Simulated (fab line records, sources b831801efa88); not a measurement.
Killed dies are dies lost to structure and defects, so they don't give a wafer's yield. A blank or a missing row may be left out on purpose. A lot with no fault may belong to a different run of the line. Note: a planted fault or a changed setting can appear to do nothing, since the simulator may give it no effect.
Which of the tools did it? :: flow sky130 :: 30 wafers from 10 lots sampled at 6 of the route's 708 steps

== WHAT EACH GAUGE READ, for each wafer ==
SKY_CONTACT_OVL_MEAS_15. Usual: CONTACT_OVL gives -2 nm (standard deviation 6).
lot: L606
measured: day 31 11:36
on: overlay-01
CONTACT_OVL (nm): 2 2 5
flag: 

lot: L609
measured: day 32 14:05
on: overlay-01
CONTACT_OVL (nm): -12 -3 -4
flag: 

lot: L611
measured: day 32 23:58
on: overlay-02
CONTACT_OVL (nm): 8 0 6
flag: 

lot: L619
measured: day 35 20:56
on: overlay-01
CONTACT_OVL (nm): -1 1 3
flag: 

lot: L620
measured: day 35 23:26
on: overlay-01
CONTACT_OVL (nm): -3 1 -6
flag: 

lot: L625
measured: day 38 05:32
on: overlay-02
CONTACT_OVL (nm): 0 11 4
flag: 

lot: L626
measured: day 38 07:45
on: overlay-02
CONTACT_OVL (nm): -9 0 -4
flag: 

lot: L627
measured: day 38 11:52
on: overlay-02
CONTACT_OVL (nm): 2 -1 0
flag: 

lot: L628
measured: day 38 15:48
on: overlay-02
CONTACT_OVL (nm): -11 -9 -9
flag: 

lot: L629
measured: day 38 19:17
on: overlay-01
CONTACT_OVL (nm): 3 -9 -1
flag: 

SKY_CONTACT_THK_MEAS_26: measures by xrf. Usual: CONTACT_W_THK gives 339 nm (standard deviation 5.1).
lot: L606
measured: day 31 12:40
on: film metro-04
CONTACT_W_THK (nm): 341 346 346
flag: 

lot: L609
measured: day 32 15:09
on: film metro-03
CONTACT_W_THK (nm): 331 336 339
flag: 

lot: L611
measured: day 33 01:01
on: film metro-04
CONTACT_W_THK (nm): 335 338 338
flag: 

lot: L619
measured: day 35 22:07
on: film metro-04
CONTACT_W_THK (nm): 341 347 341
flag: 

lot: L620
measured: day 36 00:29
on: film metro-03
CONTACT_W_THK (nm): 336 334 332
flag: 

lot: L625
measured: day 38 06:43
on: film metro-04
CONTACT_W_THK (nm): 336 337 335
flag: 

lot: L626
measured: day 38 08:50
on: film metro-03
CONTACT_W_THK (nm): 335 339 339
flag: 

lot: L627
measured: day 38 12:55
on: film metro-03
CONTACT_W_THK (nm): 339 334 338
flag: 

lot: L628
measured: day 38 16:52
on: film metro-04
CONTACT_W_THK (nm): 343 342 344
flag: 

lot: L629
measured: day 38 20:28
on: film metro-03
CONTACT_W_THK (nm): 335 332 336
flag: 

SKY_METAL1_RS_MEAS_05: uses a four-point probe to measure. Usual: METAL1_ALCU_RS gives 0.1269 ohm/sq (standard deviation 0.0014).
lot: L606
measured: day 31 13:12
on: film metro-03
METAL1_ALCU_RS (ohm/sq): 0.1270 0.1292 0.1258
flag: 

lot: L609
measured: day 32 15:40
on: film metro-02
METAL1_ALCU_RS (ohm/sq): 0.1285 0.1268 0.1259
flag: 

lot: L611
measured: day 33 01:32
on: film metro-03
METAL1_ALCU_RS (ohm/sq): 0.1238 0.1240 0.1423
flag: 

lot: L619
measured: day 35 22:39
on: film metro-04
METAL1_ALCU_RS (ohm/sq): 0.1257 0.1266 0.1278
flag: 

lot: L620
measured: day 36 00:59
on: film metro-03
METAL1_ALCU_RS (ohm/sq): 0.1267 0.1273 0.1294
flag: 

lot: L625
measured: day 38 07:13
on: film metro-04
METAL1_ALCU_RS (ohm/sq): 0.1294 0.1269 0.1280
flag: 

lot: L626
measured: day 38 09:41
on: film metro-04
METAL1_ALCU_RS (ohm/sq): 0.1261 0.1261 0.1273
flag: 

lot: L627
measured: day 38 13:25
on: film metro-04
METAL1_ALCU_RS (ohm/sq): 0.1271 0.1263 0.1274
flag: 

lot: L628
measured: day 38 17:23
on: film metro-04
METAL1_ALCU_RS (ohm/sq): 0.1266 0.1244 0.1261
flag: 

lot: L629
measured: day 38 20:58
on: film metro-02
METAL1_ALCU_RS (ohm/sq): 0.1271 0.1261 0.1270
flag: 

SKY_METAL1_THK_MEAS_06: measures by xrf. Usual: METAL1_ALCU_THK gives 253 nm (standard deviation 3.1).
lot: L606
measured: day 31 13:17
on: film metro-03
METAL1_ALCU_THK (nm): 255 251 256
flag: 

lot: L609
measured: day 32 15:46
on: film metro-02
METAL1_ALCU_THK (nm): 251 255 257
flag: 

lot: L611
measured: day 33 01:38
on: film metro-03
METAL1_ALCU_THK (nm): 260 261 225
flag: 

lot: L619
measured: day 35 22:46
on: film metro-04
METAL1_ALCU_THK (nm): 256 253 250
flag: 

lot: L620
measured: day 36 01:06
on: film metro-03
METAL1_ALCU_THK (nm): 252 250 250
flag: 

lot: L625
measured: day 38 07:20
on: film metro-04
METAL1_ALCU_THK (nm): 247 252 249
flag: 

lot: L626
measured: day 38 09:47
on: film metro-04
METAL1_ALCU_THK (nm): 255 253 251
flag: 

lot: L627
measured: day 38 13:32
on: film metro-04
METAL1_ALCU_THK (nm): 250 252 251
flag: 

lot: L628
measured: day 38 17:29
on: film metro-04
METAL1_ALCU_THK (nm): 251 257 254
flag: 

lot: L629
measured: day 38 21:05
on: film metro-02
METAL1_ALCU_THK (nm): 252 256 253
flag: 

== WHICH TOOL RAN EACH LOT (tool, then ch and the chambers of the sampled wafers, then the start) ==
lot: L606
SKY_CONTACT_ETCH_16: rie diel-02 ch 0,1,3, day 31 11:38
SKY_METAL1_SPUTTER_02: pvd sputter-02, day 31 13:03

lot: L609
SKY_CONTACT_ETCH_16: rie diel-01 ch 1,2, day 32 14:07
SKY_METAL1_SPUTTER_02: pvd sputter-02, day 32 15:33

lot: L611
SKY_CONTACT_ETCH_16: rie diel-01 ch 0,1,3, day 32 23:59
SKY_METAL1_SPUTTER_02: pvd sputter-02, day 33 01:25

lot: L619
SKY_CONTACT_ETCH_16: rie diel-04 ch 1,2,3, day 35 20:58
SKY_METAL1_SPUTTER_02: pvd sputter-01, day 35 22:31

lot: L620
SKY_CONTACT_ETCH_16: rie diel-02 ch 0,1, day 35 23:28
SKY_METAL1_SPUTTER_02: pvd sputter-01, day 36 00:53

lot: L625
SKY_CONTACT_ETCH_16: rie diel-01 ch 0,1, day 38 05:34
SKY_METAL1_SPUTTER_02: pvd sputter-01, day 38 07:07

lot: L626
SKY_CONTACT_ETCH_16: rie diel-01 ch 0,2,3, day 38 07:46
SKY_METAL1_SPUTTER_02: pvd sputter-02, day 38 09:33

lot: L627
SKY_CONTACT_ETCH_16: rie diel-02 ch 0,1,3, day 38 11:53
SKY_METAL1_SPUTTER_02: pvd sputter-04, day 38 13:19

lot: L628
SKY_CONTACT_ETCH_16: rie diel-02 ch 1,2,3, day 38 15:49
SKY_METAL1_SPUTTER_02: pvd sputter-01, day 38 17:14

lot: L629
SKY_CONTACT_ETCH_16: rie diel-01 ch 2,3, day 38 19:19
SKY_METAL1_SPUTTER_02: pvd sputter-02, day 38 20:52
- SKY_CONTACT_ETCH_16: etches BARC in N2/H2, stops on SiO2, time 45.9 s, target depth 60 nm.
- SKY_METAL1_SPUTTER_02: material AlCu, target thk 250 nm, time 13.3 s.

== WHAT THE TOOLS THEMSELVES READ (means of the sampled wafers that have a number; where no wafer has one, the mark that the record gives instead) ==
SKY_CONTACT_ETCH_16. Usual: drypump motor current A 5.8 A, standard deviation 0.31; h2 flow sccm 200.1 sccm, standard deviation 0.58; n2 flow sccm 100.0 sccm, standard deviation 0.3; oes product au 0.855 a.u., standard deviation 0.0045; throttle valve pct 13.225 %, standard deviation 0.0096.
lot: L606
tool: rie diel-02
drypump motor current A (A): 5.8
h2 flow sccm (sccm): 199.9
n2 flow sccm (sccm): 99.9
oes product au (a.u.): 0.855
throttle valve pct (%): 13.229
flag: 

lot: L609
tool: rie diel-01
drypump motor current A (A): 6.1
h2 flow sccm (sccm): 199.8
n2 flow sccm (sccm): 99.8
oes product au (a.u.): 0.851
throttle valve pct (%): 13.229
flag: 

lot: L611
tool: rie diel-01
drypump motor current A (A): 5.6
h2 flow sccm (sccm): 199.7
n2 flow sccm (sccm): 99.9
oes product au (a.u.): 0.857
throttle valve pct (%): 13.228
flag: 

lot: L619
tool: rie diel-04
drypump motor current A (A): 5.9
h2 flow sccm (sccm): 200.5
n2 flow sccm (sccm): 99.9
oes product au (a.u.): 0.855
throttle valve pct (%): 13.220
flag: 

lot: L620
tool: rie diel-02
drypump motor current A (A): 5.8
h2 flow sccm (sccm): 200.7
n2 flow sccm (sccm): 100.1
oes product au (a.u.): 0.852
throttle valve pct (%): 13.229
flag: 

lot: L625
tool: rie diel-01
drypump motor current A (A): 5.8
h2 flow sccm (sccm): 199.9
n2 flow sccm (sccm): 99.9
oes product au (a.u.): 0.853
throttle valve pct (%): 13.232
flag: 

lot: L626
tool: rie diel-01
drypump motor current A (A): 5.7
h2 flow sccm (sccm): 199.7
n2 flow sccm (sccm): 99.9
oes product au (a.u.): 0.848
throttle valve pct (%): 13.232
flag: 

lot: L627
tool: rie diel-02
drypump motor current A (A): 5.8
h2 flow sccm (sccm): 200.7
n2 flow sccm (sccm): 100.2
oes product au (a.u.): 0.852
throttle valve pct (%): 13.228
flag: 

lot: L628
tool: rie diel-02
drypump motor current A (A): 5.5
h2 flow sccm (sccm): 200.0
n2 flow sccm (sccm): 100.2
oes product au (a.u.): 0.856
throttle valve pct (%): 13.226
flag: 

lot: L629
tool: rie diel-01
drypump motor current A (A): 5.7
h2 flow sccm (sccm): 200.0
n2 flow sccm (sccm): 100.0
oes product au (a.u.): 0.854
throttle valve pct (%): 13.226
flag: 

SKY_METAL1_SPUTTER_02. Usual: cathode dc power W 10600 W, standard deviation 1.9; throttle valve pct 29.5 %, standard deviation 0.83.
lot: L606
tool: pvd sputter-02
cathode dc power W (W): 10602
throttle valve pct (%): 29.1
flag: 

lot: L609
tool: pvd sputter-02
cathode dc power W (W): 10601
throttle valve pct (%): 29.1
flag: 

lot: L611
tool: pvd sputter-02
cathode dc power W (W): 10172
throttle valve pct (%): 29.5
flag: OFF

lot: L619
tool: pvd sputter-01
cathode dc power W (W): 10598
throttle valve pct (%): 29.4
flag: 

lot: L620
tool: pvd sputter-01
cathode dc power W (W): 10599
throttle valve pct (%): 30.1
flag: 

lot: L625
tool: pvd sputter-01
cathode dc power W (W): 10600
throttle valve pct (%): 29.9
flag: 

lot: L626
tool: pvd sputter-02
cathode dc power W (W): 10599
throttle valve pct (%): 28.8
flag: 

lot: L627
tool: pvd sputter-04
cathode dc power W (W): 10599
throttle valve pct (%): 30.2
flag: 

lot: L628
tool: pvd sputter-01
cathode dc power W (W): 10600
throttle valve pct (%): 29.3
flag: 

lot: L629
tool: pvd sputter-02
cathode dc power W (W): 10598
throttle valve pct (%): 30.1
flag: 

== THE ANSWER, worked out from the rows above alone ==
Rule: take the mean of a lot's wafers that have a number; if it is more than 3 standard deviations from the usual mean, the lot is off. A lot without any number at a reading at which 4 lots or more have one is off too. Any other lot the step has rows for is counted as sound. After the gauges, taken in route order, come the tools' own readings; for these a lot's mean is taken, as printed above. At the first step where some lot is off, the reading lying furthest off is the one used; lots without a number count as furthest.
Off: L611 (SKY_METAL1_SPUTTER_02, cathode dc power W).
A tool fits if, at that step or a process step before it, it ran every lot that is off, and no sound lot after the first of them. Not one of the candidates tried fits.

== WHAT HAD BEEN PUT IN BY THE SIMULATOR ==
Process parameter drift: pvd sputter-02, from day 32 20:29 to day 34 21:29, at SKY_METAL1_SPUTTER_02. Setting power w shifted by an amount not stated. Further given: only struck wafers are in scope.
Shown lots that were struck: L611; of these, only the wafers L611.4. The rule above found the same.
